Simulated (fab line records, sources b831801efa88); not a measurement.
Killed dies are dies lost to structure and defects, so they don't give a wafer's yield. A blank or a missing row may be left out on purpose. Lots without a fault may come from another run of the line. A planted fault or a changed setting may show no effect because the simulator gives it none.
Chamber matching | flow sky130 | SKY_VIA4_CMP_21 on cmp-01: 4 sister chambers
The step polishes, stops on SiO2, t overpolish 25 s, target thk 0 nm. 7 wafers are shown with their chamber, then 7 later ones without.

WAFERS WITH THEIR CHAMBER
wafer  | chamber | motor_current_A (A) | time_to_endpoint_s (s)
L342.1 | 3       | 9.6                 | 134
L343.1 | 0       | 9.1                 | 121
L348.6 | 3       | 10.0                | 125
L351.1 | 2       | 12.6                | 131
L351.6 | 2       | 12.6                | 128
L352.3 | 1       | 9.7                 | 122
L352.5 | 1       | 9.7                 | 122

WAFERS WITHOUT THEIR CHAMBER
wafer  | motor_current_A (A) | time_to_endpoint_s (s)
L352.6 | 9.2                 | 126
L353.1 | 8.9                 | 123
L353.2 | 10.4                | 131
L353.4 | 10.2                | 123
L354.2 | 10.0                | 135
L354.3 | 9.0                 | 127
L354.5 | 12.5                | 137

WHICH CHAMBER EACH WENT THROUGH
wafer  | from the rows above     | in truth
L352.6 | can't be placed: 0 or 1 | 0
L353.1 | 0                       | 0
L353.2 | can't be placed: 3 or 1 | 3
L353.4 | can't be placed: 3 or 1 | 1
L354.2 | can't be placed: 3 or 1 | 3
L354.3 | 0                       | 0
L354.5 | 2                       | 2
Placed correctly: 3 of 7. Can't be placed from these rows: 4 (the true chamber is among the candidates in 4). Placed wrongly: 0.
How it was worked out, from the rows above alone: a wafer's distance from a chamber is the root of the sum, over the readings, of the square of ((its reading less the chamber's mean) divided by the reading's scatter). The wafer belongs to the nearest chamber; if the next one is less than 2 further off, it can't be placed. A chamber's mean is the mean of its shown wafers. The scatter: the root of (the sum of the squares of (reading less its chamber's mean) over the shown wafers, divided by (wafers less chambers)).
